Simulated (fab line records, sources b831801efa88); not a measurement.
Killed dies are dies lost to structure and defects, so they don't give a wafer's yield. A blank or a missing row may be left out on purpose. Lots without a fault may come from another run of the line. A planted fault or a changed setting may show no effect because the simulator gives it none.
fab line records | flow sky130
record lots=6 wafers=18 last_day=50
route steps=708 shown DNWELL@41 PWDE@45 NWELL@56 PAD_OPEN@708
lots that met no fault: from a run of the same line without faults
start_h: hours from the record's first day to the start of the lot's first wafer shown | wait_h: hours since the lot's step before | " the same as in the row above | L1.1+2: a row that stands for several wafers | - no value, or no start given | * or withheld: withheld | < > ~ a bound
route shown NAME@n: a module of which the file shows steps, and the number in the route of the first | usual: mean/standard deviation of fault-free wafers | same: alike in all rows | chamber/n: place in a boat | sites: the reading at each site | _std_site: their standard deviation | _edge_site: outer sites' mean less inner sites' | radius_mm: how far each site lies from the wafer's centre | mask NAME#n: copy n | behind: the tool/chamber that last shaped the wafer | hold: why the lot was held/for how many hours/how that ended | device: the transistor (n, p or np) that didn't switch | end of line: the same wafers' tests at the end of the route | a step without rows: its recipe alone | killed: dies lost to structure and defects at the first sort, not the wafer's yield | map: a wafer's dies, x killed, . not, _ none there
set.NAME: the setting as run; set.NAME@STEP: as run at that earlier step | model.NAME: the simulator's own value behind a step, which no gauge read
lots at some steps of the route; a table a step, a row a wafer
services: from which hour (start_h, from the record's first day; less than 0 if before it) a tool's chamber was out of use, for how many hours, and why
## steps
# step SKY_DNWELL_DEVELOP_06
# recipe wall_angle_deg=90 developer=TMAH develop_time_s=60 dev_temp_c=23
# step SKY_DNWELL_IMPLANT_07
# recipe species=P energy_kev=withheld dose_cm2=withheld tilt_deg=withheld
# step SKY_DNWELL_STRIP_08
# recipe chemistry=O2/N2 power_w=1400 pressure_mtorr=1500 platen_temp_c=withheld o2_flow_sccm=3000 n2_flow_sccm=300 overash_fraction=0.5
# usual chamber_pressure_mTorr=1500.1/1.2 drypump_motor_current_A=5.8/0.51 oes_product_au=0.722/0.0043 strip_time_to_endpoint_s=36.97/0.11
# columns lot.wafer tool chamber start_h wait_h chamber_pressure_mTorr drypump_motor_current_A oes_product_au rf_hours_counter_h strip_time_to_endpoint_s
L353.2 plasma_asher-01 0 69.27 0.1 1503.2 6.6 0.721 38 36.96
L353.3 " 1 " " 1503.1 5.5 0.715 - 36.98
L353.4 " 0 " " 1500.1 6.6 0.714 - 37.07
L355.1 plasma_asher-02 0 69.28 0.1 1503.4 4.9 0.717 38 37.00
L355.2 " 1 " " 1499.2 5.6 0.723 38 37.12
L355.4 " 0 " " 1499.2 4.9 0.728 - 36.96
L361.1 plasma_asher-01 1 100.28 0.1 1500.0 5.5 0.725 42 37.00
L361.2 " 0 " " 1501.5 6.7 0.734 42 36.97
L361.3 " 1 " " 1501.3 5.5 0.720 - 37.07
L363.1 plasma_asher-04 1 111.47 0.1 1501.8 6.1 0.723 43 36.89
L363.3 " 1 " " 1499.2 6.1 0.718 - 36.91
L363.5 " 0 " " 1499.9 5.8 0.720 - 37.06
L368.3 plasma_asher-04 1 140.66 0.1 1499.5 6.1 0.728 - 37.09
L368.4 " 0 " " 1499.8 5.8 0.716 - 37.21
L368.6 " 1 " " 1500.0 6.1 0.728 - 37.18
L374.2 plasma_asher-02 1 170.38 0.1 1503.4 5.5 0.721 48 36.84
L374.3 " 1 " " 1500.0 5.5 0.721 - 36.83
L374.6 " 1 " " 1500.6 5.5 0.721 - 36.91
# step SKY_DNWELL_TW_MEAS_09
# usual DNWELL_TW=1119/9.4
# columns lot.wafer tool chamber start_h wait_h DNWELL_TW
L353.2 film_metro-04 - 69.38 0.1 1118
L353.3 " - " " 1122
L353.4 " - " " 1117
L355.1 film_metro-03 - 69.38 0.1 1122
L355.2 " - " " 1118
L355.4 " - " " 1129
L361.1 film_metro-03 - 100.38 0.1 1112
L361.2 " - " " 1115
L361.3 " - " " 1111
L363.1 film_metro-01 - 111.57 0.1 1120
L363.3 " - " " 1126
L363.5 " - " " 1128
L368.3 film_metro-01 - 140.75 0.1 1132
L368.4 " - " " 1127
L368.6 " - " " 1127
L374.2 film_metro-04 - 170.49 0.1 1103
L374.3 " - " " 1109
L374.6 " - " " 1111
# step SKY_PWDE_DEHYDRATE_00
# recipe temp_c=200 time_s=60
# step SKY_PWDE_HMDS_01
# recipe prime_time_s=60 prime_temp_c=120
# step SKY_PWDE_COAT_02
# recipe spin_rpm=2000 resist_thk_nm=3022
# step SKY_PWDE_SOFTBAKE_03
# recipe temp_c=110 time_s=withheld
# step SKY_PWDE_EXPOSE_04
# recipe mask_id=PWDEM na=0.6 source_shape=conventional sigma_outer=0.6 polarization=unpolarized target_cd_nm=840 dose_mj=214
# step SKY_PWDE_PEB_05
# recipe temp_c=115 time_s=withheld
# step SKY_PWDE_DEVELOP_06
# recipe wall_angle_deg=90 developer=TMAH develop_time_s=60 dev_temp_c=23
# step SKY_PWDE_OVL_MEAS_07
# usual PWDE_OVL=0.0/1.4
# columns lot.wafer tool chamber start_h wait_h PWDE_OVL[nm]
L353.2 overlay-02 - 85.33 - 0.5
L353.3 " - " " -2.8
L353.4 " - " " -1.5
L355.1 overlay-01 - 85.67 - 1.5
L355.2 " - " " 2.0
L355.4 " - " " 0.6
L361.1 overlay-02 - 118.10 - 0.9
L361.2 " - " " 0.1
L361.3 " - " " 0.7
L363.1 overlay-02 - 129.35 - 1.3
L363.3 " - " " 0.5
L363.5 " - " " 2.3
L368.3 overlay-01 - 160.76 - -1.5
L368.4 " - " " -0.5
L368.6 " - " " -0.3
L374.2 overlay-02 - 190.33 - 0.0
L374.3 " - " " 1.4
L374.6 " - " " -0.8
# step SKY_PWDE_IMPLANT_08
# recipe species=B energy_kev=150 dose_cm2=3.6e+12 tilt_deg=withheld
# usual beam_on_s=10.01/0.21 dose_ions_cm2=3.599e+12/4.6e+09 faraday_current_uA=20.3/0.41
# columns lot.wafer tool chamber start_h wait_h beam_on_s dose_ions_cm2 faraday_current_uA
L353.2 implanter-03 0 85.38 0.0 10.18 3.606e+12 19.9
L353.3 " 0 " " 9.95 3.601e+12 20.4
L353.4 " 0 " " 9.77 3.599e+12 20.8
L355.1 implanter-01 0 85.71 0.0 10.29 3.608e+12 19.7
L355.2 " 0 " " 9.80 3.598e+12 20.8
L355.4 " 0 " " 9.96 3.606e+12 20.4
L361.1 implanter-01 0 118.13 0.0 12.97 3.602e+12 15.6
L361.2 " 0 " " 13.62 3.601e+12 14.9
L361.3 " 0 " " 12.89 3.596e+12 15.7
L363.1 implanter-01 0 129.38 0.0 13.31 3.602e+12 15.4
L363.3 " 0 " " 12.45 3.592e+12 16.2
L363.5 " 0 " " 13.28 3.601e+12 15.3
L368.3 implanter-03 0 160.83 0.1 10.23 3.592e+12 19.9
L368.4 " 0 " " 10.41 3.59e+12 19.5
L368.6 " 0 " " 9.70 3.594e+12 20.8
L374.2 implanter-03 0 190.38 0.0 10.20 3.596e+12 19.9
L374.3 " 0 " " 9.94 3.596e+12 20.5
L374.6 " 0 " " 10.06 3.59e+12 20.1
# step SKY_PWDE_STRIP_09
# recipe chemistry=O2/N2 power_w=1400 pressure_mtorr=1500 platen_temp_c=withheld o2_flow_sccm=3000 n2_flow_sccm=300 overash_fraction=0.5
# usual chamber_pressure_mTorr=1500.0/1.3 drypump_motor_current_A=5.9/0.46 oes_product_au=0.723/0.0046 strip_time_to_endpoint_s=37.22/0.091
# columns lot.wafer tool chamber start_h wait_h chamber_pressure_mTorr drypump_motor_current_A oes_product_au rf_hours_counter_h strip_time_to_endpoint_s
L353.2 plasma_asher-01 1 85.51 0.1 1501.9 5.5 0.722 40 37.35
L353.3 " 1 " " 1501.0 5.5 0.723 - 37.42
L353.4 " 0 " " 1501.2 6.6 0.721 - 37.22
L355.1 plasma_asher-04 0 85.86 0.1 1500.7 5.8 0.728 40 37.18
L355.2 " 1 " " 1500.3 6.1 0.724 40 37.16
L355.4 " 0 " " 1499.7 5.8 0.723 - 37.15
L361.1 plasma_asher-01 0 118.28 0.1 1500.7 6.6 0.729 0 37.36
L361.2 " 1 " " 1497.7 5.4 0.713 0 37.34
L361.3 " 1 " " 1502.4 5.5 0.710 - 37.26
L363.1 plasma_asher-01 0 129.68 0.2 1499.3 6.6 0.728 1 37.30
L363.3 " 0 " " 1498.4 6.6 0.725 - 37.21
L363.5 " 0 " " 1502.2 6.6 0.719 - 37.37
L368.3 plasma_asher-04 1 160.97 0.1 1500.8 6.1 0.725 - 37.22
L368.4 " 0 " " 1501.2 5.8 0.725 - 37.26
L368.6 " 0 " " 1502.4 5.7 0.724 - 37.14
L374.2 plasma_asher-04 1 190.51 0.1 1500.5 6.1 0.718 51 37.27
L374.3 " 0 " " 1499.4 5.8 0.728 - 37.32
L374.6 " 1 " " 1498.1 6.1 0.715 - 37.20
# step SKY_PWDE_TW_MEAS_10
# usual PWDE_TW=374.8/2.8
# columns lot.wafer tool chamber start_h wait_h PWDE_TW
L353.2 film_metro-04 - 85.62 0.1 372.8
L353.3 " - " " 373.6
L353.4 " - " " 373.0
L355.1 film_metro-03 - 85.96 0.1 378.5
L355.2 " - " " 374.5
L355.4 " - " " 377.8
L361.1 film_metro-03 - 118.38 0.1 405.0
L361.2 " - " " 407.3
L361.3 " - " " 406.1
L363.1 film_metro-03 - 129.78 0.1 406.0
L363.3 " - " " 406.5
L363.5 " - " " 405.5
L368.3 film_metro-01 - 161.05 0.1 376.3
L368.4 " - " " 378.5
L368.6 " - " " 377.5
L374.2 film_metro-03 - 190.62 0.1 377.0
L374.3 " - " " 376.3
L374.6 " - " " 377.3
# step SKY_NWELL_DEHYDRATE_03
# recipe temp_c=200 time_s=60
# step SKY_NWELL_HMDS_04
# recipe prime_time_s=60 prime_temp_c=120
# step SKY_NWELL_COAT_05
# recipe spin_rpm=2000 resist_thk_nm=3000
# step SKY_NWELL_SOFTBAKE_06
# recipe temp_c=110 time_s=withheld
# step SKY_NWELL_EXPOSE_07
# recipe mask_id=NWM na=0.6 source_shape=conventional sigma_outer=0.6 polarization=unpolarized target_cd_nm=840 dose_mj=255
# step SKY_NWELL_PEB_08
# recipe temp_c=115 time_s=withheld
# step SKY_NWELL_DEVELOP_09
# recipe wall_angle_deg=90 developer=TMAH develop_time_s=60 dev_temp_c=23
# step SKY_NWELL_OVL_MEAS_10
# usual NWELL_00_OVL=-0.6/1.5
# columns lot.wafer tool chamber start_h wait_h NWELL_00_OVL[nm]
L353.2 overlay-02 - 103.87 - -2.2
L353.3 " - " " -0.4
L353.4 " - " " -1.0
L355.1 overlay-01 - 103.88 - -0.4
L355.2 " - " " -0.3
L355.4 " - " " -1.8
L361.1 overlay-02 - 136.57 - -1.6
L361.2 " - " " -0.8
L361.3 " - " " -2.4
L363.1 overlay-01 - 148.62 - 1.8
L363.3 " - " " 1.2
L363.5 " - " " 0.4
L368.3 overlay-01 - 181.19 - 0.0
L368.4 " - " " -1.6
L368.6 " - " " 1.1
L374.2 overlay-01 - 211.77 - 0.8
L374.3 " - " " -0.4
L374.6 " - " " 1.3
# step SKY_NWELL_IMPLANT_11
# recipe species=P energy_kev=400 dose_cm2=1.859e+13 tilt_deg=withheld
# step SKY_NWELL_IMPLANT_12
# recipe species=P energy_kev=120 dose_cm2=1.3e+12 tilt_deg=withheld
# step SKY_NWELL_IMPLANT_13
# recipe species=P energy_kev=50 dose_cm2=7e+11 tilt_deg=withheld
# step SKY_NWELL_STRIP_14
# recipe chemistry=O2/N2 power_w=1400 pressure_mtorr=1500 platen_temp_c=withheld o2_flow_sccm=3000 n2_flow_sccm=300 overash_fraction=0.5
# usual chamber_pressure_mTorr=1499.9/1.3 drypump_motor_current_A=5.7/0.44 oes_product_au=0.723/0.0043 strip_time_to_endpoint_s=36.95/0.1
# columns lot.wafer tool chamber start_h wait_h chamber_pressure_mTorr drypump_motor_current_A oes_product_au rf_hours_counter_h strip_time_to_endpoint_s
L353.2 plasma_asher-04 0 104.35 0.1 1499.2 5.8 0.732 42 37.09
L353.3 " 0 " " 1500.9 5.8 0.723 - 37.00
L353.4 " 1 " " 1498.8 6.1 0.727 - 37.07
L355.1 plasma_asher-03 0 104.47 0.1 1502.1 6.1 0.716 30 36.84
L355.2 " 1 " " 1501.5 5.1 0.723 30 36.83
L355.4 " 1 " " 1498.2 5.1 0.724 - 36.82
L361.1 plasma_asher-04 0 137.05 0.1 1500.8 5.7 0.718 46 37.09
L361.2 " 1 " " 1498.5 6.1 0.725 46 37.09
L361.3 " 0 " " 1499.4 5.8 0.717 - 36.96
L363.1 plasma_asher-04 1 149.10 0.1 1499.3 6.1 0.717 47 37.12
L363.3 " 0 " " 1499.2 5.8 0.727 - 37.03
L363.5 " 1 " " 1498.3 6.1 0.722 - 37.09
L368.3 plasma_asher-03 0 181.70 0.1 1498.4 6.1 0.726 - 37.00
L368.4 " 1 " " 1499.5 5.1 0.718 - 36.99
L368.6 " 0 " " 1500.0 6.1 0.725 - 37.05
L374.2 plasma_asher-04 1 212.25 0.1 1502.7 6.1 0.730 53 36.90
L374.3 " 1 " " 1500.2 6.1 0.727 - 36.90
L374.6 " 0 " " 1499.2 5.8 0.727 - 36.96
# step SKY_NWELL_TW_MEAS_15
# usual NWELL_TW=1812/15
# columns lot.wafer tool chamber start_h wait_h NWELL_TW
L353.2 film_metro-03 - 104.46 0.1 1797
L353.3 " - " " 1804
L353.4 " - " " 1807
L355.1 film_metro-04 - 104.57 0.1 1801
L355.2 " - " " 1808
L355.4 " - " " 1800
L361.1 film_metro-01 - 137.15 0.1 1827
L361.2 " - " " 1829
L361.3 " - " " 1816
L363.1 film_metro-03 - 149.20 0.1 1813
L363.3 " - " " 1804
L363.5 " - " " 1801
L368.3 film_metro-04 - 181.78 0.1 1803
L368.4 " - " " 1794
L368.6 " - " " 1794
L374.2 film_metro-03 - 212.36 0.1 1814
L374.3 " - " " 1816
L374.6 " - " " 1823
# step SKY_NWELL_DEHYDRATE_16
# recipe temp_c=200 time_s=60
# step SKY_NWELL_HMDS_17
# recipe prime_time_s=60 prime_temp_c=120
# step SKY_NWELL_COAT_18
# recipe spin_rpm=2000 resist_thk_nm=3000
# step SKY_NWELL_SOFTBAKE_19
# recipe temp_c=110 time_s=withheld
# step SKY_NWELL_EXPOSE_20
# recipe mask_id=NWM_COMPLEMENT na=0.6 source_shape=conventional sigma_outer=0.6 polarization=unpolarized target_cd_nm=840 dose_mj=260
# step SKY_NWELL_PEB_21
# recipe temp_c=115 time_s=withheld
# step SKY_NWELL_DEVELOP_22
# recipe wall_angle_deg=90 developer=TMAH develop_time_s=60 dev_temp_c=23
# step SKY_NWELL_OVL_MEAS_23
# usual NWELL_01_OVL=1.1/1.3
# columns lot.wafer tool chamber start_h wait_h NWELL_01_OVL[nm]
L353.2 overlay-02 - 121.59 - 1.0
L353.3 " - " " -1.3
L353.4 " - " " 1.6
L355.1 overlay-01 - 122.23 - 1.3
L355.2 " - " " -0.4
L355.4 " - " " 0.5
L361.1 overlay-02 - 156.73 - 0.3
L361.2 " - " " 0.9
L361.3 " - " " 2.0
L363.1 overlay-01 - 169.12 - 1.3
L363.3 " - " " 1.5
L363.5 " - " " 2.4
L368.3 overlay-02 - 202.28 - 1.9
L368.4 " - " " 2.1
L368.6 " - " " 0.9
L374.2 overlay-01 - 234.17 - 0.9
L374.3 " - " " 3.4
L374.6 " - " " 2.6
# step SKY_NWELL_IMPLANT_24
# recipe species=B energy_kev=140 dose_cm2=9.2e+12 tilt_deg=withheld
# step SKY_NWELL_STRIP_25
# recipe chemistry=O2/N2 power_w=1400 pressure_mtorr=1500 platen_temp_c=withheld o2_flow_sccm=3000 n2_flow_sccm=300 overash_fraction=0.5
# usual chamber_pressure_mTorr=1500.0/1.7 drypump_motor_current_A=5.6/0.48 oes_product_au=0.723/0.0041 strip_time_to_endpoint_s=36.90/0.12
# columns lot.wafer tool chamber start_h wait_h chamber_pressure_mTorr drypump_motor_current_A oes_product_au rf_hours_counter_h strip_time_to_endpoint_s
L353.2 plasma_asher-04 1 121.77 0.1 1501.8 6.1 0.724 44 36.83
L353.3 " 1 " " 1500.9 6.1 0.725 - 36.73
L353.4 " 0 " " 1500.8 5.8 0.728 - 36.84
L355.1 plasma_asher-03 0 122.42 0.1 1497.4 6.1 0.732 32 36.91
L355.2 " 1 " " 1500.6 5.1 0.723 32 36.97
L355.4 " 0 " " 1499.9 6.1 0.724 - 36.93
L361.1 plasma_asher-03 1 156.95 0.1 1501.9 5.1 0.722 35 36.79
L361.2 " 0 " " 1499.1 6.1 0.727 35 36.87
L361.3 " 0 " " 1500.3 6.1 0.719 - 36.78
L363.1 plasma_asher-03 0 169.30 0.1 1499.1 6.1 0.723 36 36.60
L363.3 " 1 " " 1499.7 5.1 0.720 - 36.76
L363.5 " 1 " " 1501.9 5.1 0.713 - 36.55
L368.3 plasma_asher-03 1 202.48 0.1 1499.9 5.1 0.726 - 36.98
L368.4 " 0 " " 1498.8 6.1 0.724 - 36.96
L368.6 " 1 " " 1500.5 5.1 0.723 - 37.03
L374.2 plasma_asher-04 0 234.35 0.1 1499.9 5.8 0.725 55 36.75
L374.3 " 1 " " 1500.6 6.1 0.725 - 36.78
L374.6 " 0 " " 1500.8 5.7 0.720 - 36.75
# step SKY_NWELL_TW_MEAS_26
# usual NWELL_2_TW=498/4.1
# columns lot.wafer tool chamber start_h wait_h NWELL_2_TW
L353.2 film_metro-03 - 121.88 0.1 496
L353.3 " - " " 500
L353.4 " - " " 497
L355.1 film_metro-01 - 122.52 0.1 502
L355.2 " - " " 501
L355.4 " - " " 502
L361.1 film_metro-01 - 157.05 0.1 501
L361.2 " - " " 502
L361.3 " - " " 501
L363.1 film_metro-03 - 169.40 0.1 505
L363.3 " - " " 505
L363.5 " - " " 502
L368.3 film_metro-04 - 202.57 0.1 491
L368.4 " - " " 494
L368.6 " - " " 491
L374.2 film_metro-04 - 234.46 0.1 495
L374.3 " - " " 492
L374.6 " - " " 493
# step SKY_NWELL_CLEAN_27
# recipe chemistry=SC1/SC2 mix=1:4:20 temp_c=70 time_s=150 dry=n2_spin
# step SKY_NWELL_RTA_28
# recipe temp_c=1050 time_s=30 idle_temp_c=650 ramp_up_c_per_s=150 ramp_down_c_per_s=90 ambient=N2
# usual lamp_power_pct=25.31/0.053 wafer_temp_C_max=1054.9/1
# same time_s=30
# columns lot.wafer tool chamber start_h wait_h lamp_power_pct wafer_temp_C_max
L353.2 rtp_anneal-02 0 121.99 0.0 25.33 1055.9
L353.3 " 0 " " 25.27 1055.7
L353.4 " 0 " " 25.37 1054.4
L355.1 rtp_anneal-01 0 122.63 0.0 25.21 1055.1
L355.2 " 0 " " 25.25 1053.3
L355.4 " 0 " " 25.29 1056.0
L361.1 rtp_anneal-02 0 157.16 0.0 25.28 1054.8
L361.2 " 0 " " 25.27 1056.3
L361.3 " 0 " " 25.35 1057.0
L363.1 rtp_anneal-02 0 169.51 0.0 25.34 1054.0
L363.3 " 0 " " 25.31 1054.2
L363.5 " 0 " " 25.27 1054.1
L368.3 rtp_anneal-02 0 202.74 0.0 25.31 1055.3
L368.4 " 0 " " 25.31 1054.8
L368.6 " 0 " " 25.35 1056.3
L374.2 rtp_anneal-01 0 234.58 0.0 25.27 1056.4
L374.3 " 0 " " 25.42 1053.9
L374.6 " 0 " " 25.28 1055.5
# step SKY_NWELL_RS_MEAS_29
# recipe thk_meas_gauge=four-point-probe
# usual NWELL_RS=632.9/1.7
# columns lot.wafer tool chamber start_h wait_h NWELL_RS[ohm/sq]
L353.2 film_metro-03 - 122.10 0.1 634.9
L353.3 " - " " 633.3
L353.4 " - " " 634.4
L355.1 film_metro-04 - 122.73 0.1 633.5
L355.2 " - " " 637.6
L355.4 " - " " 635.1
L361.1 film_metro-04 - 157.26 0.1 635.6
L361.2 " - " " 631.3
L361.3 " - " " 634.8
L363.1 film_metro-03 - 169.61 0.1 635.6
L363.3 " - " " 635.3
L363.5 " - " " 635.4
L368.3 film_metro-01 - 202.85 0.1 630.3
L368.4 " - " " 630.8
L368.6 " - " " 629.3
L374.2 film_metro-01 - 234.69 0.1 633.3
L374.3 " - " " 634.7
L374.6 " - " " 631.8
# step SKY_NWELL_RS_MEAS_31
# recipe thk_meas_gauge=four-point-probe
# usual PWDE_RS=5278/17
# columns lot.wafer tool chamber start_h wait_h PWDE_RS[ohm/sq]
L353.2 film_metro-03 - 122.34 0.1 5266
L353.3 " - " " 5286
L353.4 " - " " 5263
L355.1 film_metro-04 - 122.97 0.1 5289
L355.2 " - " " 5292
L355.4 " - " " 5281
L361.1 film_metro-04 - 157.50 0.1 4292
L361.2 " - " " 4294
L361.3 " - " " 4300
L363.1 film_metro-03 - 169.85 0.1 4301
L363.3 " - " " 4300
L363.5 " - " " 4317
L368.3 film_metro-01 - 203.09 0.1 5273
L368.4 " - " " 5269
L368.6 " - " " 5279
L374.2 film_metro-01 - 234.93 0.1 5272
L374.3 " - " " 5262
L374.6 " - " " 5261
# step SKY_PAD_OPEN_PROBE_99
# usual killed_at_M0_to_M3=44/6.9 killed_at_M4_up=3.3/2 killed_at_contacts=25/5.4 killed_at_front_end=16/4.6 killed_at_other=0.2/0.51 killed_dies=88/8.9 killed_open=48/6.8 killed_short=39/5.8
# same gross_dies=492 killed_at_back_side=0
# columns lot.wafer tool chamber start_h wait_h killed_at_M0_to_M3 killed_at_M4_up killed_at_contacts killed_at_front_end killed_at_other killed_dies killed_open killed_short model.etest.res_p_drift_20v.line_ohm_um model.etest.res_p_drift_20v.rs_ohm_sq model.etest.res_pwde_under_gate.rs_ohm_sq
L353.2 prober-01 - 1094.51 0.1 51 4 25 12 0 92 53 39 1.15e+04 9372 6181
L353.3 prober-01 - 1094.56 0.2 34 5 25 18 0 82 36 45 1.1e+04 9120 6208
L353.4 prober-01 - 1094.61 0.2 44 5 27 12 1 89 50 39 1.141e+04 9774 6176
L355.1 prober-01 - 1095.96 0.1 39 4 27 19 1 90 43 47 1.146e+04 9509 6210
L355.2 prober-01 - 1096.01 0.1 42 5 23 15 0 85 41 44 1.118e+04 9285 6210
L355.4 prober-01 - 1096.11 0.2 43 1 28 16 0 88 42 46 1.216e+04 1.004e+04 6183
L361.1 prober-01 - 1135.61 0.1 49 7 20 9 0 85 47 34 7754 6518 4866
L361.2 prober-01 - 1135.66 0.1 42 7 25 16 0 90 50 39 8510 7013 4862
L361.3 prober-01 - 1135.71 0.2 51 4 16 14 0 85 48 37 8727 7142 4894
L363.1 prober-01 - 1138.86 0.1 44 1 24 16 0 85 44 39 9554 7813 4835
L363.3 prober-01 - 1138.96 0.2 59 1 18 18 0 96 43 53 8717 7165 4835
L363.5 prober-01 - 1139.06 0.2 48 5 26 21 0 100 53 45 8942 7278 4905
L368.3 prober-02 - 1169.50 0.2 40 6 29 15 0 90 47 43 1.27e+04 1.058e+04 6161
L368.4 prober-02 - 1169.55 0.2 41 3 21 9 0 74 38 36 1.104e+04 9264 6183
L368.6 prober-02 - 1169.65 0.2 40 2 17 17 0 76 38 38 1.308e+04 1.098e+04 6223
L374.2 prober-01 - 1199.84 0.1 37 1 35 18 0 91 59 32 1.093e+04 8952 6244
L374.3 prober-01 - 1199.89 0.2 43 4 26 14 0 87 38 49 1.192e+04 1.001e+04 6196
L374.6 prober-01 - 1200.04 0.2 45 3 31 15 0 94 51 43 1.092e+04 9052 6179
# killed by level:class
L353.2 CONTACT:geometric_particle:open=15 VIA1:geometric_particle:open=11 VIA2:geometric_particle:open=9 METAL3:geometric_particle:short=7 VIA1:geometric_particle:short=5 LI_CONTACT:geometric_particle:open=4 METAL1:geometric_particle:short=4 VIA2:geometric_particle:short=4
L353.3 VIA1:geometric_particle:open=11 POLY_GATE:geometric_particle:short=10 CONTACT:geometric_particle:short=8 METAL1:geometric_particle:short=5 LOCAL_INTERCONNECT:geometric_particle:open=4 CONTACT:geometric_particle:open=4 VIA1:geometric_particle:short=4 FIELD_ISO:geometric_particle:short=3
L353.4 VIA1:geometric_particle:open=13 CONTACT:geometric_particle:open=10 LI_CONTACT:geometric_particle:open=8 VIA1:geometric_particle:short=8 VIA2:geometric_particle:open=6 METAL1:geometric_particle:short=4 VIA2:geometric_particle:short=4 VIA3:geometric_particle:open=4
L355.1 LOCAL_INTERCONNECT:geometric_particle:short=8 CONTACT:geometric_particle:short=8 METAL2:geometric_particle:short=8 FIELD_ISO:geometric_particle:open=6 LI_CONTACT:geometric_particle:open=6 VIA2:geometric_particle:open=5 POLY_GATE:geometric_particle:open=4 POLY_GATE:geometric_particle:short=4
L355.2 METAL2:geometric_particle:short=10 FIELD_ISO:geometric_particle:open=7 LI_CONTACT:geometric_particle:open=7 CONTACT:geometric_particle:short=6 VIA1:geometric_particle:open=6 VIA3:geometric_particle:short=6 CONTACT:geometric_particle:open=5 METAL1:geometric_particle:short=4
L355.4 LI_CONTACT:geometric_particle:open=9 VIA2:geometric_particle:open=9 VIA1:geometric_particle:short=8 CONTACT:geometric_particle:open=8 VIA1:geometric_particle:open=7 POLY_GATE:geometric_particle:short=6 METAL2:geometric_particle:short=6 METAL3:geometric_particle:short=6
L361.1 VIA1:geometric_particle:open=13 LI_CONTACT:geometric_particle:open=10 METAL1:geometric_particle:short=7 CONTACT:geometric_particle:open=6 VIA3:geometric_particle:open=6 FIELD_ISO:geometric_particle:open=5 METAL2:geometric_particle:short=5 VIA1:geometric_particle:short=5
L361.2 VIA1:geometric_particle:open=15 CONTACT:geometric_particle:open=11 FIELD_ISO:geometric_particle:open=8 VIA1:geometric_particle:short=7 METAL4:geometric_particle:short=6 LI_CONTACT:geometric_particle:open=6 METAL1:geometric_particle:short=5 METAL2:geometric_particle:short=4
L361.3 VIA1:geometric_particle:open=12 METAL1:geometric_particle:short=8 VIA2:geometric_particle:open=8 VIA3:geometric_particle:open=7 FIELD_ISO:geometric_particle:open=6 LI_CONTACT:geometric_particle:open=4 CONTACT:geometric_particle:short=4 VIA3:geometric_particle:short=3
L363.1 VIA1:geometric_particle:open=11 VIA1:geometric_particle:short=11 LI_CONTACT:geometric_particle:open=8 CONTACT:geometric_particle:open=6 METAL2:geometric_particle:short=5 VIA2:geometric_particle:open=5 CONTACT:geometric_particle:short=4 VIA2:geometric_particle:short=4
L363.3 METAL1:geometric_particle:short=11 VIA1:geometric_particle:open=8 VIA2:geometric_particle:open=8 METAL2:geometric_particle:short=7 VIA3:geometric_particle:open=7 CONTACT:geometric_particle:short=6 VIA1:geometric_particle:short=6 FIELD_ISO:geometric_particle:open=5
L363.5 CONTACT:geometric_particle:open=11 VIA1:geometric_particle:open=11 VIA3:geometric_particle:open=10 VIA3:geometric_particle:short=7 POLY_GATE:geometric_particle:short=6 LI_CONTACT:geometric_particle:open=6 LOCAL_INTERCONNECT:geometric_particle:short=6 METAL2:geometric_particle:short=6
L368.3 CONTACT:geometric_particle:open=10 CONTACT:geometric_particle:short=7 VIA1:geometric_particle:open=7 VIA2:geometric_particle:open=7 LI_CONTACT:geometric_particle:open=6 VIA1:geometric_particle:short=6 METAL4:geometric_particle:short=6 FIELD_ISO:geometric_particle:open=5
L368.4 VIA2:geometric_particle:open=9 VIA3:geometric_particle:open=8 CONTACT:geometric_particle:open=7 VIA1:geometric_particle:open=5 CONTACT:geometric_particle:short=5 VIA3:geometric_particle:short=5 LI_CONTACT:geometric_particle:open=4 METAL2:geometric_particle:short=4
L368.6 METAL1:geometric_particle:short=7 VIA1:geometric_particle:open=7 FIELD_ISO:geometric_particle:open=6 CONTACT:geometric_particle:open=6 VIA2:geometric_particle:open=6 LOCAL_INTERCONNECT:geometric_particle:short=4 VIA1:geometric_particle:short=4 VIA2:geometric_particle:short=4
L374.2 LI_CONTACT:geometric_particle:open=17 CONTACT:geometric_particle:open=11 VIA2:geometric_particle:open=8 VIA1:geometric_particle:open=8 CONTACT:geometric_particle:short=4 METAL1:geometric_particle:short=4 VIA1:geometric_particle:short=4 FIELD_ISO:geometric_particle:open=3
L374.3 VIA1:geometric_particle:open=10 CONTACT:geometric_particle:open=8 VIA1:geometric_particle:short=7 METAL1:geometric_particle:short=7 LOCAL_INTERCONNECT:geometric_particle:short=6 METAL3:geometric_particle:short=6 LI_CONTACT:geometric_particle:short=4 POLY_GATE:geometric_particle:short=3
L374.6 CONTACT:geometric_particle:open=12 METAL2:geometric_particle:short=10 VIA1:geometric_particle:open=9 LI_CONTACT:geometric_particle:open=8 CONTACT:geometric_particle:short=6 VIA2:geometric_particle:open=5 METAL1:geometric_particle:short=4 VIA3:geometric_particle:open=4
## services
# columns tool chamber start_h hours kind
rtp_anneal-02 - 58.06 3.9 pm
plasma_asher-04 - 65.20 2.8 pm
plasma_asher-02 - 80.18 3.2 repair
implanter-03 - 96.48 20.8 pm
implanter-01 - 99.52 3.9 pm
plasma_asher-01 - 108.75 9.0 pm
plasma_asher-01 0 108.75 9.0 vent_cycle
plasma_asher-01 1 108.75 9.0 vent_cycle
plasma_asher-03 - 117.02 1.0 repair
plasma_asher-01 0 117.75 - clean
plasma_asher-01 1 117.75 - clean
implanter-01 - 144.40 16.4 pm
implanter-03 - 165.20 2.0 repair
plasma_asher-02 - 171.39 3.0 repair
plasma_asher-02 - 200.90 0.4 repair
## key
first_sign step=SKY_PWDE_IMPLANT_08 reading=beam_on_s direction=up sigmas=15 usual=10.01 struck=13.08
effect step=SKY_PWDE_IMPLANT_08 reading=faraday_current_uA direction=down sigmas=12 usual=20.3 struck=15.5
effect step=SKY_PWDE_TW_MEAS_10 reading=PWDE_TW direction=up sigmas=11 usual=374.8 struck=406.1
effect step=SKY_NWELL_RS_MEAS_31 reading=PWDE_RS direction=down sigmas=57 usual=5278 struck=4301
model_effect step=SKY_PAD_OPEN_PROBE_99 value=etest.res_p_drift_20v.line_ohm_um without=1.095e+04 struck=8701
met_at SKY_PWDE_IMPLANT_08
struck_wafers L361.1,L361.2,L361.3,L363.1,L363.3,L363.5
tester_left_out L361,L363
onset_between 85.71 118.13
fault kind=process_parameter_drift tool=implanter-01 chamber=- onset_h=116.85 steps=SKY_PWDE_IMPLANT_08 channel=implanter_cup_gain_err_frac offset=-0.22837 shape=step end_h=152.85
# tester_left_out: of these lots the tester's yield and bins aren't shown, on N5 and GAA mostly nor the transistor test; their killed dies are dies lost to structure and defects alone, not to doping, threshold or leakage, so they don't give the yield
